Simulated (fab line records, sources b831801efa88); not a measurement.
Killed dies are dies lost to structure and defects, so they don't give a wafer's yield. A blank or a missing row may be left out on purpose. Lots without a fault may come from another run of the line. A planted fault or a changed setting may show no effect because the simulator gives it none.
fab line records | flow gf180mcu
record lots=6 wafers=18 last_day=33
route steps=602 shown LVPWELL@60 MVSD@66 PASSIVATION@602
lots that met no fault: from a run of the same line without faults
start_h: hours from the record's first day to the start of the lot's first wafer shown | wait_h: hours since the lot's step before | " the same as in the row above | L1.1+2: a row that stands for several wafers | - no value, or no start given | * or withheld: withheld | < > ~ a bound
route shown NAME@n: a module of which the file shows steps, and the number in the route of the first | usual: mean/standard deviation of fault-free wafers | same: alike in all rows | chamber/n: place in a boat | sites: the reading at each site | _std_site: their standard deviation | _edge_site: outer sites' mean less inner sites' | radius_mm: how far each site lies from the wafer's centre | mask NAME#n: copy n | behind: the tool/chamber that last shaped the wafer | hold: why the lot was held/for how many hours/how that ended | device: the transistor (n, p or np) that didn't switch | end of line: the same wafers' tests at the end of the route | a step without rows: its recipe alone | killed: dies lost to structure and defects at the first sort, not the wafer's yield | map: a wafer's dies, x killed, . not, _ none there
set.NAME: the setting as run; set.NAME@STEP: as run at that earlier step | model.NAME: the simulator's own value behind a step, which no gauge read
lots at some steps of the route; a table a step, a row a wafer
services: from which hour (start_h, from the record's first day; less than 0 if before it) a tool's chamber was out of use, for how many hours, and why
## steps
# step GF_LVPWELL_DEVELOP_06
# recipe wall_angle_deg=90 develop_time_s=60 dev_temp_c=23
# step GF_LVPWELL_OVL_MEAS_07
# usual LVPWELL_OVL=-0.3/1.5
# columns lot.wafer tool chamber start_h wait_h LVPWELL_OVL[nm]
L544.2 overlay-01 - 92.00 - -0.6
L544.3 " - " " -0.2
L544.6 " - " " -0.1
L551.1 overlay-02 - 129.94 - 0.4
L551.5 " - " " -3.3
L551.6 " - " " -1.4
L552.1 overlay-01 - 134.77 - -2.7
L552.3 " - " " -2.8
L552.4 " - " " -0.7
L554.3 overlay-01 - 147.24 - -2.4
L554.4 " - " " -1.2
L554.6 " - " " -3.0
L555.4 overlay-01 - 153.90 - -1.2
L555.5 " - " " 1.1
L555.6 " - " " -1.3
L557.2 overlay-02 - 164.68 - -0.1
L557.5 " - " " 0.3
L557.6 " - " " -0.5
# step GF_LVPWELL_IMPLANT_08
# recipe species=B energy_kev=170 dose_cm2=1.5e+13 tilt_deg=0
# step GF_LVPWELL_IMPLANT_09
# recipe species=B energy_kev=60 dose_cm2=5e+12 tilt_deg=0
# step GF_LVPWELL_STRIP_10
# recipe chemistry=O2/N2 power_w=1400 pressure_mtorr=1500 platen_temp_c=250 o2_flow_sccm=3000 n2_flow_sccm=300 overash_fraction=0.5
# usual chamber_pressure_mTorr=1500.0/1.4 drypump_motor_current_A=5.7/0.37 heater_power_w=306/37 oes_product_au=0.723/0.0045 strip_time_to_endpoint_s=36.98/0.1
# columns lot.wafer tool chamber start_h wait_h chamber_pressure_mTorr drypump_motor_current_A heater_power_w oes_product_au rf_hours_counter_h strip_time_to_endpoint_s
L544.2 plasma_asher-04 0 92.33 0.1 1497.6 6.2 241 0.728 45 37.16
L544.3 " 0 " " 1501.1 6.2 247 0.715 - 37.03
L544.6 " 0 " " 1500.6 6.3 252 0.728 - 36.97
L551.1 plasma_asher-03 1 130.27 0.1 1497.8 6.0 302 0.719 1 36.84
L551.5 " 1 " " 1499.4 6.0 295 0.718 - 36.87
L551.6 " 0 " " 1500.0 5.2 351 0.723 - 36.90
L552.1 plasma_asher-04 1 135.11 0.1 1498.9 5.7 326 0.717 50 36.93
L552.3 " 1 " " 1500.0 5.7 322 0.725 - 36.94
L552.4 " 0 " " 1499.5 6.3 242 0.721 - 36.89
L554.3 plasma_asher-04 1 147.60 0.1 1501.7 5.7 317 0.727 - 37.17
L554.4 " 0 " " 1500.8 6.2 244 0.725 - 37.24
L554.6 " 0 " " 1499.6 6.2 240 0.720 - 37.18
L555.4 plasma_asher-03 0 154.25 0.1 1499.9 5.1 352 0.714 - 36.90
L555.5 " 1 " " 1501.3 6.0 289 0.725 - 36.95
L555.6 " 0 " " 1498.9 5.1 358 0.723 - 36.94
L557.2 plasma_asher-04 1 165.01 0.1 1499.1 5.7 323 0.730 53 37.00
L557.5 " 0 " " 1498.3 6.3 246 0.715 - 37.08
L557.6 " 1 " " 1498.9 5.7 325 0.720 - 37.10
# step GF_LVPWELL_TW_MEAS_11
# usual LVPWELL_TW=559/7.3
# columns lot.wafer tool chamber start_h wait_h LVPWELL_TW
L544.2 film_metro-04 - 92.44 0.1 557
L544.3 " - " " 559
L544.6 " - " " 556
L551.1 film_metro-04 - 130.37 0.1 558
L551.5 " - " " 559
L551.6 " - " " 559
L552.1 film_metro-01 - 135.21 0.1 553
L552.3 " - " " 552
L552.4 " - " " 555
L554.3 film_metro-04 - 147.68 0.1 557
L554.4 " - " " 559
L554.6 " - " " 557
L555.4 film_metro-03 - 154.34 0.1 565
L555.5 " - " " 569
L555.6 " - " " 567
L557.2 film_metro-01 - 165.12 0.1 555
L557.5 " - " " 555
L557.6 " - " " 556
# step GF_MVSD_DEHYDRATE_00
# recipe temp_c=200 time_s=60
# step GF_MVSD_HMDS_01
# recipe prime_time_s=60 prime_temp_c=120
# step GF_MVSD_COAT_02
# recipe spin_rpm=2000 resist_thk_nm=3000
# step GF_MVSD_SOFTBAKE_03
# recipe temp_c=110 time_s=withheld
# step GF_MVSD_EXPOSE_04
# recipe mask_id=MVSD target_cd_nm=1000 na=0.6 source_shape=conventional sigma_outer=0.6 dose_mj=260
# step GF_MVSD_PEB_05
# recipe temp_c=115 time_s=withheld
# step GF_MVSD_DEVELOP_06
# recipe wall_angle_deg=90 develop_time_s=60 dev_temp_c=23
# columns lot.wafer tool chamber start_h wait_h
L544.2+3+6 litho_track-03 0 106 -
L551.1+5+6 litho_track-04 0 145 -
L552.1+3+4 litho_track-04 0 149 -
L554.3+4+6 litho_track-03 0 163 -
L555.4+5+6 litho_track-04 0 170 -
L557.2+5+6 litho_track-02 0 181 -
# step GF_MVSD_OVL_MEAS_07
# usual MVSD_OVL=1.1/1.5
# columns lot.wafer tool chamber start_h wait_h MVSD_OVL[nm]
L544.2 overlay-01 - 106.74 - -0.7
L544.3 " - " " -1.3
L544.6 " - " " 1.1
L551.1 overlay-02 - 145.53 - 0.4
L551.5 " - " " 0.6
L551.6 " - " " -0.5
L552.1 overlay-02 - 149.48 - -
L552.3 " - " " -
L552.4 " - " " -
L554.3 overlay-02 - 163.74 - 3.8
L554.4 " - " " 3.5
L554.6 " - " " 4.4
L555.4 overlay-01 - 170.45 - -
L555.5 " - " " -
L555.6 " - " " -
L557.2 overlay-01 - 181.29 - 0.5
L557.5 " - " " -0.9
L557.6 " - " " 0.3
# step GF_MVSD_IMPLANT_08
# recipe species=P energy_kev=400 dose_cm2=1.6e+13 tilt_deg=0
# step GF_MVSD_IMPLANT_09
# recipe species=P energy_kev=100 dose_cm2=5e+12 tilt_deg=0
# step GF_MVSD_STRIP_10
# recipe chemistry=O2/N2 power_w=1400 pressure_mtorr=1500 platen_temp_c=250 o2_flow_sccm=3000 n2_flow_sccm=300 overash_fraction=0.5
# usual chamber_pressure_mTorr=1500.0/1.3 drypump_motor_current_A=5.65/0.28 heater_power_w=332/24 oes_product_au=0.722/0.0043 strip_time_to_endpoint_s=36.94/0.11
# columns lot.wafer tool chamber start_h wait_h chamber_pressure_mTorr drypump_motor_current_A heater_power_w oes_product_au rf_hours_counter_h strip_time_to_endpoint_s
L544.2 plasma_asher-01 1 107.07 0.1 1500.8 5.55 363 0.718 29 36.68
L544.3 " 0 " " 1498.6 5.91 318 0.727 - 36.77
L544.6 " 0 " " 1499.3 5.87 327 0.723 - 36.63
L551.1 plasma_asher-03 0 145.87 0.1 1498.6 5.15 363 0.730 3 37.02
L551.5 " 0 " " 1498.7 5.16 348 0.720 - 37.11
L551.6 " 1 " " 1499.8 5.97 297 0.719 - 37.05
L552.1 plasma_asher-01 1 149.82 0.1 1500.8 5.55 360 0.730 34 37.02
L552.3 " 0 " " 1499.8 5.92 323 0.724 - 36.99
L552.4 " 1 " " 1499.5 5.56 365 0.722 - 37.00
L554.3 plasma_asher-01 0 164.10 0.1 1500.3 5.90 317 0.730 - 36.84
L554.4 " 1 " " 1499.8 5.56 360 0.718 - 36.79
L554.6 " 0 " " 1500.0 5.88 326 0.721 - 36.82
L555.4 plasma_asher-01 1 170.80 0.1 1500.4 5.56 353 0.721 - 37.03
L555.5 " 0 " " 1500.6 5.91 330 0.722 - 37.07
L555.6 " 1 " " 1498.7 5.56 366 0.716 - 36.94
L557.2 plasma_asher-02 1 181.78 0.1 1500.7 5.57 312 0.727 53 36.69
L557.5 " 0 " " 1499.4 5.62 319 0.721 - 36.85
L557.6 " 1 " " 1501.7 5.63 316 0.722 - 36.88
# step GF_MVSD_TW_MEAS_11
# usual MVSD_TW=1575/20
# columns lot.wafer tool chamber start_h wait_h hold MVSD_TW
L544.2 film_metro-01 - 107.18 0.1 - 1563
L544.3 " - " " - 1567
L544.6 " - " " - 1564
L551.1 film_metro-01 - 145.97 0.1 - 1567
L551.5 " - " " - 1583
L551.6 " - " " - 1575
L552.1 film_metro-01 - 149.92 0.1 await_dispo/0.2h/release 1488
L552.3 " - " " await_dispo/0.2h/release 1488
L552.4 " - " " await_dispo/0.2h/release 1485
L552.1 film_metro-01 - 150.14 0.2 - 1484
L552.3 " - " " - 1490
L552.4 " - " " - 1488
L554.3 film_metro-03 - 164.18 0.1 - 1608
L554.4 " - " " - 1604
L554.6 " - " " - 1604
L555.4 film_metro-04 - 170.90 0.1 await_dispo/0.2h/release 1491
L555.5 " - " " await_dispo/0.2h/release 1500
L555.6 " - " " await_dispo/0.2h/release 1494
L555.4 film_metro-04 - 171.15 0.2 - 1483
L555.5 " - " " - 1493
L555.6 " - " " - 1495
L557.2 film_metro-04 - 181.89 0.1 - 1577
L557.5 " - " " - 1563
L557.6 " - " " - 1566
# step GF_PASSIVATION_PROBE_99
# columns lot.wafer tool chamber start_h wait_h hold model.etest.ldnmos_10p0.r_on_ohm_um model.etest.ldnmos_10p0.drive_ua_um model.etest.ldnmos_10p0.off_log10_a_um model.etest.ldnmos_10p0.drive_ua_um_range model.etest.n_drift.open
L544.2 prober-01 - 701.73 0.1 - 3719 535.5 -13.02 8.019 0
L544.3 prober-01 - 701.78 0.2 - 3717 531.8 -12.77 9.204 0
L544.6 prober-01 - 701.93 0.2 - 3750 536.5 -12.98 11.4 0
L551.1 prober-02 - 745.53 0.1 - 3738 537.6 -12.8 9.339 0
L551.5 prober-02 - 745.73 0.2 - 3759 533.3 -12.96 9.288 0
L551.6 prober-02 - 745.78 0.2 - 3745 539.3 -12.93 6.569 0
L552.1 prober-01 - 752.93 0.1 await_dispo/2.3h/scrap 1.335e+04 203.8 -7.895 2.312 1
L552.3 prober-01 - 753.03 0.2 await_dispo/2.3h/scrap 1.526e+04 189.7 -7.471 2.84 1
L552.4 prober-01 - 753.08 0.2 await_dispo/2.3h/scrap 1.499e+04 191.8 -7.844 2.815 1
L554.3 prober-01 - 765.43 0.2 - 3718 536.5 -12.9 6.556 0
L554.4 prober-01 - 765.48 0.2 - 3729 530.5 -13.17 6.476 0
L554.6 prober-01 - 765.58 0.2 - 3781 532.3 -12.89 10.9 0
L555.4 prober-02 - 775.93 0.2 await_dispo/2.7h/scrap 1.565e+04 187.4 -6.857 1.845 1
L555.5 prober-02 - 775.98 0.2 await_dispo/2.7h/scrap 1.254e+04 210 -6.95 3.462 1
L555.6 prober-02 - 776.03 0.2 await_dispo/2.7h/scrap 1.603e+04 186.3 -6.95 2.205 1
L557.2 prober-02 - 785.92 0.1 - 3723 543.4 -12.8 8.016 0
L557.5 prober-02 - 786.07 0.2 - 3694 536.2 -13.16 8.353 0
L557.6 prober-02 - 786.12 0.2 - 3728 540.6 -12.79 8.619 0
# killed by level:class
L544.2 V1:geometric_particle:open=6 V1:geometric_particle:short=5 V4:geometric_particle:open=5 V5:geometric_particle:open=5 CONTACT:geometric_particle:short=4 CONTACT:geometric_particle:open=3 V2:geometric_particle:open=3 M2:geometric_particle:short=2
L544.3 V5:geometric_particle:open=8 V1:geometric_particle:open=7 STI:geometric_particle:open=5 CONTACT:geometric_particle:open=5 STI:geometric_particle:short=4 V3:geometric_particle:open=4 V1:geometric_particle:short=3 V2:geometric_particle:open=3
L544.6 V3:geometric_particle:open=5 V5:geometric_particle:open=5 M1:geometric_particle:short=4 STI:geometric_particle:short=3 CONTACT:geometric_particle:open=3 CONTACT:geometric_particle:short=3 M2:geometric_particle:short=3 V2:geometric_particle:open=3
L551.1 V1:geometric_particle:open=6 M4:geometric_particle:short=5 STI:geometric_particle:short=4 V2:geometric_particle:open=4 V5:geometric_particle:short=4 V3:geometric_particle:open=3 SAB:geometric_particle:open=2 SALICIDE:geometric_particle:short=2
L551.5 CONTACT:geometric_particle:open=6 V3:geometric_particle:open=3 V4:geometric_particle:open=3 STI:geometric_particle:short=2 STI:geometric_particle:open=2 M2:geometric_particle:short=2 V2:geometric_particle:short=2 V5:geometric_particle:open=2
L551.6 V1:geometric_particle:open=4 V5:geometric_particle:open=4 STI:geometric_particle:open=3 CONTACT:geometric_particle:open=3 M3:geometric_particle:short=3 V3:geometric_particle:open=3 V2:geometric_particle:short=2 V2:geometric_particle:open=2
L554.3 CONTACT:geometric_particle:open=6 V3:geometric_particle:open=6 V4:geometric_particle:open=5 V5:geometric_particle:open=4 STI:geometric_particle:short=3 M3:geometric_particle:short=3 M4:geometric_particle:short=3 V1:geometric_particle:short=2
L554.4 V4:geometric_particle:open=6 CONTACT:geometric_particle:open=5 V1:geometric_particle:short=5 V3:geometric_particle:open=5 M4:geometric_particle:short=3 M1:geometric_particle:short=2 V1:geometric_particle:open=2 M2:geometric_particle:short=2
L554.6 CONTACT:geometric_particle:open=8 V3:geometric_particle:open=4 V4:geometric_particle:open=4 V5:geometric_particle:open=4 M4:geometric_particle:short=3 V1:geometric_particle:open=3 V5:geometric_particle:short=3 STI:geometric_particle:open=2
L557.2 V5:geometric_particle:open=10 V4:geometric_particle:open=6 V2:geometric_particle:open=4 CONTACT:geometric_particle:short=3 CONTACT:geometric_particle:open=3 V4:geometric_particle:short=3 M5:geometric_particle:short=3 STI:geometric_particle:short=2
L557.5 V1:geometric_particle:open=8 STI:geometric_particle:open=4 CONTACT:geometric_particle:open=3 M2:geometric_particle:short=3 V2:geometric_particle:open=3 V5:geometric_particle:short=3 HV_LDD:geometric_particle:short=2 M1:geometric_particle:short=2
L557.6 CONTACT:geometric_particle:open=9 V1:geometric_particle:open=6 V3:geometric_particle:open=4 V5:geometric_particle:open=4 M1:geometric_particle:short=3 M4:geometric_particle:short=3 STI:geometric_particle:short=2 STI:geometric_particle:open=2
# map L551.1 (x killed, . not)
__________...x.x...._________
________.............._______
______........x..x......_____
_____...................x____
____.............x........___
___........................__
__.........................._
_...x.x......xx...x........x.
_x....x...........x.......x..
_.................x........x.
_........x...x...x.....x.....
_.x...x......................
_...............xx...........
_....xx......................
_............................
__..x.xx.................x.._
___...x.........x........x.__
____.x................x...___
_____x..x...x..x.x...x..x____
______.x...............x_____
________xx........x..x_______
__________..x......x_________
# map L557.6 (x killed, . not)
__________.........._________
________.........x...._______
______...........xx....._____
_____....x...........x...____
____..x.....x.....x.......___
___.x.....x.x...x..........__
__...x......................_
_....x.....x....x...........x
_..x.........................
_...x.xx...x...x..........xx.
_............................
_.xx...x.....................
_.....x..........x...........
_............x............x..
_....x.x...x.........x.......
__...x...........x...x......_
___......x........x........__
____......x..........x....___
_____....x..xx..x........____
______....x....x........_____
________.............._______
__________....x....._________
## services
# columns tool chamber start_h hours kind
plasma_asher-03 - 108.75 9.0 pm
plasma_asher-03 0 108.75 9.0 vent_cycle
plasma_asher-03 1 108.75 9.0 vent_cycle
plasma_asher-03 0 117.75 - clean
plasma_asher-03 1 117.75 - clean
plasma_asher-04 - 156.39 1.5 repair
## key
first_sign step=GF_MVSD_OVL_MEAS_07 reading=MVSD_OVL direction=missing
effect step=GF_MVSD_TW_MEAS_11 reading=visit direction=added
effect step=GF_PASSIVATION_PROBE_99 reading=hold direction=added
model_effect step=GF_PASSIVATION_PROBE_99 value=etest.ldnmos_10p0.r_on_ohm_um without=3731 struck=1.464e+04
met_at GF_MVSD_DEVELOP_06
struck_wafers L552.1,L552.3,L552.4,L555.4,L555.5,L555.6
sort_left_out L552.1,L552.3,L552.4,L555.4,L555.5,L555.6
tester_left_out L552,L555
onset_between 145 149
fault kind=process_parameter_drift tool=litho_track-04 chamber=- onset_h=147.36 steps=GF_MVSD_DEVELOP_06 channel=develop_time_s offset=* shape=step end_h=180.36 acts_in=* stated=*
# tester_left_out: of these lots the tester's yield and bins aren't shown, on N5 and GAA mostly nor the transistor test; their killed dies are dies lost to structure and defects alone, not to doping, threshold or leakage, so they don't give the yield
# sort_left_out: the simulated sort isn't trusted on such a fault, so these wafers' sort isn't shown, and their yield isn't known
